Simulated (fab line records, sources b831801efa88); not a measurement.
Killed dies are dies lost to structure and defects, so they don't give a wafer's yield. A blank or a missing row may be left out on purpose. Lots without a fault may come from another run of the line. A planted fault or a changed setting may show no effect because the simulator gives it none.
One fault seen from 2 desks | flow sky130 | each desk has only its own numbers; what lay behind them comes last

THE TOOL OWNER'S DESK: furnace-01
The tool's own readings at SKY_GATE_OXIDE_OXIDATION_16 (stabilise 600 s, purge 300 s, target thk 3.57 nm): means of the sampled wafers that have a number, for each lot that ran on this tool. A lot is out of limits, marked OUT, if its mean lies more than 4 standard deviations from the usual mean; the brackets give that distance.
Columns: A = tube_center_temp_C_max at SKY_GATE_OXIDE_OXIDATION_16, usual 802.1; B = zone_power_centre_pct at SKY_GATE_OXIDE_OXIDATION_16, usual 14.2 %
lot  | first seen here | A     | B
L851 | day 14 12:56    | 801.9 | 12.4
L857 | day 16 09:02    | 801.9 | 12.4
L859 | day 16 11:49    | 802.1 | 12.4
This desk's finding: nothing out of limits on any of the 3 lots.

THE METROLOGY DESK
What the gauges read, lot by lot, whatever tool the lot ran on: means of the sampled wafers that have a number. A lot is out of limits, marked OUT, if its mean lies more than 4 standard deviations from the usual mean; the brackets give that distance.
Columns: A = GATE_OXIDE_OVL at SKY_GATE_OXIDE_OVL_MEAS_10, usual 0.4 nm; B = GATE_OXIDE_TW at SKY_GATE_OXIDE_TW_MEAS_14, usual 223.5
lot  | first seen here | A    | B
L851 | day 14 11:22    | 1.1  | 223.8
L857 | day 16 08:20    | 0.2  | 221.9
L859 | day 16 10:44    | -1.6 | 224.9
L865 | day 18 14:59    | 0.8  | 223.2
L871 | day 20 20:22    | -0.4 | 224.3
L872 | day 21 06:28    | 1.8  | 223.6
This desk's finding: nothing out of limits on any of the 6 lots.

PUT TOGETHER
The tool owner's desk saw nothing out of limits.
The metrology desk saw nothing out of limits.

WHAT THE SIMULATOR HAD PUT IN
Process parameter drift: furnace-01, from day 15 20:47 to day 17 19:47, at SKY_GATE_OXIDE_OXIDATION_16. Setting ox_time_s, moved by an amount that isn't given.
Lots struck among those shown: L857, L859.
